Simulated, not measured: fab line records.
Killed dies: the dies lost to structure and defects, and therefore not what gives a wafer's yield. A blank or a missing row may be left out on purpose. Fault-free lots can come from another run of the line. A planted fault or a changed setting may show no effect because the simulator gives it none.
Which of the tools did it? || flow sky130 || 33 wafers from 11 lots sampled at 6 of the route's 708 steps

WHAT THE GAUGES READ, wafer by wafer
SKY_METAL1_RS_MEAS_05: the measuring method here is four-point-probe.
{"lot": "L147", "measured": "day 29 12:14", "on": "film metro-03", "METAL1_ALCU_RS (ohm/sq)": "0.1296 0.1292 0.1292"}
{"lot": "L150", "measured": "day 30 04:36", "on": "film metro-03", "METAL1_ALCU_RS (ohm/sq)": "0.1273 0.1279 0.1263"}
{"lot": "L152", "measured": "day 30 14:05", "on": "film metro-02", "METAL1_ALCU_RS (ohm/sq)": "0.1240 0.1267 0.1249"}
{"lot": "L151", "measured": "day 30 16:04", "on": "film metro-01", "METAL1_ALCU_RS (ohm/sq)": "0.1278 0.1267 0.1269"}
{"lot": "L153", "measured": "day 31 05:44", "on": "film metro-03", "METAL1_ALCU_RS (ohm/sq)": "0.1263 0.1250 0.1259"}
{"lot": "L159", "measured": "day 32 18:44", "on": "film metro-02", "METAL1_ALCU_RS (ohm/sq)": "0.1271 0.1261 0.1264"}
{"lot": "L160", "measured": "day 32 20:47", "on": "film metro-02", "METAL1_ALCU_RS (ohm/sq)": "0.1273 0.1259 0.1265"}
{"lot": "L161", "measured": "day 33 06:20", "on": "film metro-02", "METAL1_ALCU_RS (ohm/sq)": "0.1256 0.1258 0.1264"}
{"lot": "L166", "measured": "day 41 18:30", "on": "film metro-02", "METAL1_ALCU_RS (ohm/sq)": "0.1248 0.1262 0.1249"}
{"lot": "L168", "measured": "day 42 02:45", "on": "film metro-01", "METAL1_ALCU_RS (ohm/sq)": "0.1276 0.1260 0.1280"}
{"lot": "L169", "measured": "day 42 04:34", "on": "film metro-03", "METAL1_ALCU_RS (ohm/sq)": "0.1274 0.1278 0.1265"}

SKY_METAL1_THK_MEAS_06: measures by xrf.
{"lot": "L147", "measured": "day 29 12:22", "on": "film metro-03", "METAL1_ALCU_THK (nm)": "240 239 240"}
{"lot": "L150", "measured": "day 30 04:43", "on": "film metro-03", "METAL1_ALCU_THK (nm)": "244 242 245"}
{"lot": "L152", "measured": "day 30 14:13", "on": "film metro-02", "METAL1_ALCU_THK (nm)": "250 248 251"}
{"lot": "L151", "measured": "day 30 16:11", "on": "film metro-01", "METAL1_ALCU_THK (nm)": "248 248 249"}
{"lot": "L153", "measured": "day 31 05:50", "on": "film metro-03", "METAL1_ALCU_THK (nm)": "246 249 247"}
{"lot": "L159", "measured": "day 32 18:51", "on": "film metro-02", "METAL1_ALCU_THK (nm)": "246 249 247"}
{"lot": "L160", "measured": "day 32 20:55", "on": "film metro-02", "METAL1_ALCU_THK (nm)": "246 247 247"}
{"lot": "L161", "measured": "day 33 06:27", "on": "film metro-02", "METAL1_ALCU_THK (nm)": "250 248 246"}
{"lot": "L166", "measured": "day 41 18:37", "on": "film metro-02", "METAL1_ALCU_THK (nm)": "251 248 251"}
{"lot": "L168", "measured": "day 42 02:52", "on": "film metro-01", "METAL1_ALCU_THK (nm)": "247 248 245"}
{"lot": "L169", "measured": "day 42 04:41", "on": "film metro-03", "METAL1_ALCU_THK (nm)": "244 242 245"}

SKY_VIA1_RS_MEAS_22: the measuring method here is four-point-probe.
{"lot": "L147", "measured": "day 32 00:18", "on": "film metro-01", "VIA1_W_RS (ohm/sq)": "0.427 0.429 0.422"}
{"lot": "L150", "measured": "day 32 16:21", "on": "film metro-02", "VIA1_W_RS (ohm/sq)": "0.427 0.424 0.430"}
{"lot": "L152", "measured": "day 33 00:34", "on": "film metro-01", "VIA1_W_RS (ohm/sq)": "0.432 0.421 0.429"}
{"lot": "L151", "measured": "day 33 02:38", "on": "film metro-01", "VIA1_W_RS (ohm/sq)": "0.417 0.417 0.418"}
{"lot": "L153", "measured": "day 33 14:47", "on": "film metro-04", "VIA1_W_RS (ohm/sq)": "0.421 0.420 0.423"}
{"lot": "L159", "measured": "day 35 02:46", "on": "film metro-04", "VIA1_W_RS (ohm/sq)": "58.535 58.854 59.286"}
{"lot": "L160", "measured": "day 35 04:26", "on": "film metro-02", "VIA1_W_RS (ohm/sq)": "58.216 58.696 57.674"}
{"lot": "L161", "measured": "day 35 14:32", "on": "film metro-04", "VIA1_W_RS (ohm/sq)": "57.962 59.141 58.929"}
{"lot": "L166", "measured": "day 43 20:41", "on": "film metro-02", "VIA1_W_RS (ohm/sq)": "0.423 0.419 0.421"}
{"lot": "L168", "measured": "day 44 04:02", "on": "film metro-02", "VIA1_W_RS (ohm/sq)": "0.419 0.427 0.428"}
{"lot": "L169", "measured": "day 44 04:33", "on": "film metro-02", "VIA1_W_RS (ohm/sq)": "0.419 0.418 0.416"}

SKY_VIA1_THK_MEAS_23: measures by xrf.
{"lot": "L147", "measured": "day 32 00:25", "on": "film metro-01", "VIA1_W_THK (nm)": "265 261 267"}
{"lot": "L150", "measured": "day 32 16:28", "on": "film metro-02", "VIA1_W_THK (nm)": "262 263 260"}
{"lot": "L152", "measured": "day 33 00:41", "on": "film metro-01", "VIA1_W_THK (nm)": "263 269 265"}
{"lot": "L151", "measured": "day 33 02:45", "on": "film metro-01", "VIA1_W_THK (nm)": "269 271 270"}
{"lot": "L153", "measured": "day 33 14:54", "on": "film metro-04", "VIA1_W_THK (nm)": "268 270 267"}
{"lot": "L159", "measured": "day 35 02:53", "on": "film metro-04", "VIA1_W_THK (nm)": "<0 <0 <0"}
{"lot": "L160", "measured": "day 35 04:33", "on": "film metro-02", "VIA1_W_THK (nm)": "<0 <0 <0"}
{"lot": "L161", "measured": "day 35 14:39", "on": "film metro-04", "VIA1_W_THK (nm)": "<0 <0 <0"}
{"lot": "L166", "measured": "day 43 20:47", "on": "film metro-02", "VIA1_W_THK (nm)": "265 268 266"}
{"lot": "L168", "measured": "day 44 04:09", "on": "film metro-02", "VIA1_W_THK (nm)": "270 264 263"}
{"lot": "L169", "measured": "day 44 04:40", "on": "film metro-02", "VIA1_W_THK (nm)": "269 270 270"}

EACH LOT AND THE TOOL THAT RAN IT (in order: tool; ch and the chambers of the sampled wafers; start)
{"lot": "L147", "SKY_METAL1_STRIP_20": "plasma asher-03 ch 0,1, day 30 16:47", "SKY_VIA1_CVD_21": "cvd w-02 ch 0,1, day 32 00:13"}
{"lot": "L150", "SKY_METAL1_STRIP_20": "plasma asher-03 ch 0,1, day 31 09:54", "SKY_VIA1_CVD_21": "cvd w-01 ch 0,1, day 32 16:14"}
{"lot": "L152", "SKY_METAL1_STRIP_20": "plasma asher-03 ch 0,1, day 31 19:26", "SKY_VIA1_CVD_21": "cvd w-02 ch 0,1, day 33 00:28"}
{"lot": "L151", "SKY_METAL1_STRIP_20": "plasma asher-03 ch 0,1, day 31 21:50", "SKY_VIA1_CVD_21": "cvd w-01 ch 0, day 33 02:32"}
{"lot": "L153", "SKY_METAL1_STRIP_20": "plasma asher-03 ch 0,1, day 32 11:31", "SKY_VIA1_CVD_21": "cvd w-01 ch 0,1, day 33 14:40"}
{"lot": "L159", "SKY_METAL1_STRIP_20": "plasma asher-04 ch 0,1, day 33 21:15", "SKY_VIA1_CVD_21": "cvd w-01 ch 0,1, day 35 02:40"}
{"lot": "L160", "SKY_METAL1_STRIP_20": "plasma asher-01 ch 1, day 33 23:09", "SKY_VIA1_CVD_21": "cvd w-02 ch 0, day 35 04:20"}
{"lot": "L161", "SKY_METAL1_STRIP_20": "plasma asher-04 ch 0,1, day 34 08:22", "SKY_VIA1_CVD_21": "cvd w-01 ch 0,1, day 35 14:26"}
{"lot": "L166", "SKY_METAL1_STRIP_20": "plasma asher-03 ch 0,1, day 42 20:20", "SKY_VIA1_CVD_21": "cvd w-01 ch 0,1, day 43 20:34"}
{"lot": "L168", "SKY_METAL1_STRIP_20": "plasma asher-01 ch 0,1, day 43 03:14", "SKY_VIA1_CVD_21": "cvd w-01 ch 0,1, day 44 03:56"}
{"lot": "L169", "SKY_METAL1_STRIP_20": "plasma asher-01 ch 0, day 43 04:50", "SKY_VIA1_CVD_21": "cvd w-01 ch 0,1, day 44 04:26"}
- SKY_METAL1_STRIP_20: strips in O2/N2.
- SKY_VIA1_CVD_21: deposits W, target thk 270 nm, time 80.902 s.

AS READ BY THE TOOLS THEMSELVES (means over the sampled wafers that have a number; for cases with no such wafer, the mark the record gives instead)
SKY_METAL1_STRIP_20.
{"lot": "L147", "tool": "plasma asher-03", "drypump motor current A (A)": 6.07, "o2 flow sccm (sccm)": 2995, "oes product au (a.u.)": 0.341, "strip time to endpoint s (s)": 2.64}
{"lot": "L150", "tool": "plasma asher-03", "drypump motor current A (A)": 6.07, "o2 flow sccm (sccm)": 3005, "oes product au (a.u.)": 0.342, "strip time to endpoint s (s)": 2.72}
{"lot": "L152", "tool": "plasma asher-03", "drypump motor current A (A)": 6.07, "o2 flow sccm (sccm)": 3001, "oes product au (a.u.)": 0.344, "strip time to endpoint s (s)": 2.72}
{"lot": "L151", "tool": "plasma asher-03", "drypump motor current A (A)": 5.94, "o2 flow sccm (sccm)": 3012, "oes product au (a.u.)": 0.344, "strip time to endpoint s (s)": 2.72}
{"lot": "L153", "tool": "plasma asher-03", "drypump motor current A (A)": 6.05, "o2 flow sccm (sccm)": 2996, "oes product au (a.u.)": 0.345, "strip time to endpoint s (s)": 2.75}
{"lot": "L159", "tool": "plasma asher-04", "drypump motor current A (A)": 5.67, "o2 flow sccm (sccm)": 3001, "oes product au (a.u.)": 0.343, "strip time to endpoint s (s)": 2.71}
{"lot": "L160", "tool": "plasma asher-01", "drypump motor current A (A)": 6.05, "o2 flow sccm (sccm)": 3002, "oes product au (a.u.)": 0.344, "strip time to endpoint s (s)": 2.74}
{"lot": "L161", "tool": "plasma asher-04", "drypump motor current A (A)": 5.78, "o2 flow sccm (sccm)": 2993, "oes product au (a.u.)": 0.343, "strip time to endpoint s (s)": 2.70}
{"lot": "L166", "tool": "plasma asher-03", "drypump motor current A (A)": 5.93, "o2 flow sccm (sccm)": 3005, "oes product au (a.u.)": 0.343, "strip time to endpoint s (s)": 2.74}
{"lot": "L168", "tool": "plasma asher-01", "drypump motor current A (A)": 5.80, "o2 flow sccm (sccm)": 3010, "oes product au (a.u.)": 0.343, "strip time to endpoint s (s)": 2.74}
{"lot": "L169", "tool": "plasma asher-01", "drypump motor current A (A)": 5.22, "o2 flow sccm (sccm)": 3004, "oes product au (a.u.)": 0.342, "strip time to endpoint s (s)": 2.71}

SKY_VIA1_CVD_21.
{"lot": "L147", "tool": "cvd w-02", "chamber pressure Torr (Torr)": 39.94, "heater power outer w (W)": 540, "heater power w (W)": 847}
{"lot": "L150", "tool": "cvd w-01", "chamber pressure Torr (Torr)": 40.00, "heater power outer w (W)": 504, "heater power w (W)": 820}
{"lot": "L152", "tool": "cvd w-02", "chamber pressure Torr (Torr)": 39.98, "heater power outer w (W)": 510, "heater power w (W)": 818}
{"lot": "L151", "tool": "cvd w-01", "chamber pressure Torr (Torr)": 40.02, "heater power outer w (W)": 458, "heater power w (W)": 790}
{"lot": "L153", "tool": "cvd w-01", "chamber pressure Torr (Torr)": 40.03, "heater power outer w (W)": 482, "heater power w (W)": 819}
{"lot": "L159", "tool": "cvd w-01", "chamber pressure Torr (Torr)": "-", "heater power outer w (W)": "-", "heater power w (W)": "-"}
{"lot": "L160", "tool": "cvd w-02", "chamber pressure Torr (Torr)": "-", "heater power outer w (W)": "-", "heater power w (W)": "-"}
{"lot": "L161", "tool": "cvd w-01", "chamber pressure Torr (Torr)": "-", "heater power outer w (W)": "-", "heater power w (W)": "-"}
{"lot": "L166", "tool": "cvd w-01", "chamber pressure Torr (Torr)": 40.04, "heater power outer w (W)": 498, "heater power w (W)": 816}
{"lot": "L168", "tool": "cvd w-01", "chamber pressure Torr (Torr)": 39.98, "heater power outer w (W)": 490, "heater power w (W)": 833}
{"lot": "L169", "tool": "cvd w-01", "chamber pressure Torr (Torr)": 39.98, "heater power outer w (W)": 454, "heater power w (W)": 767}

THE ANSWER, worked out from the rows above alone
Rule: usual is defined by the lots themselves. Put in order of their means at a reading, lots are off if they are a third of the lots or fewer, leave a main group of 4 or more, and stand apart from it by a gap of 3 or more times the standard deviation of the main group's means; of several such gaps the widest counts. A main group whose means are all the same, to the digits that the tables above print for the reading, isn't used. A lot without any number at a reading at which 4 lots or more have one is off too. Where the step has rows for the other lots, those lots are counted as sound. After the gauges, taken in route order, come the tools' own readings; for these a lot's mean is taken, as printed above. The first step at which some lot is off is used, and at that step the reading that is off furthest; a lot without a number counts as furthest.
Off: L159, L160, L161, at SKY_VIA1_RS_MEAS_22 (VIA1_W_RS). Main group: mean 0.423 ohm/sq, sd 0.0038.
If a tool, at a process step before that reading, ran all the lots that are off and no sound lot after the first of them, it fits. The gauges at SKY_VIA1_RS_MEAS_22 aren't tried: what is off there is off at SKY_VIA1_CVD_21 too, on other tools, and a gauge's error can't cause that. No candidate that was tried fits.

WHAT WAS PUT IN BY THE SIMULATOR
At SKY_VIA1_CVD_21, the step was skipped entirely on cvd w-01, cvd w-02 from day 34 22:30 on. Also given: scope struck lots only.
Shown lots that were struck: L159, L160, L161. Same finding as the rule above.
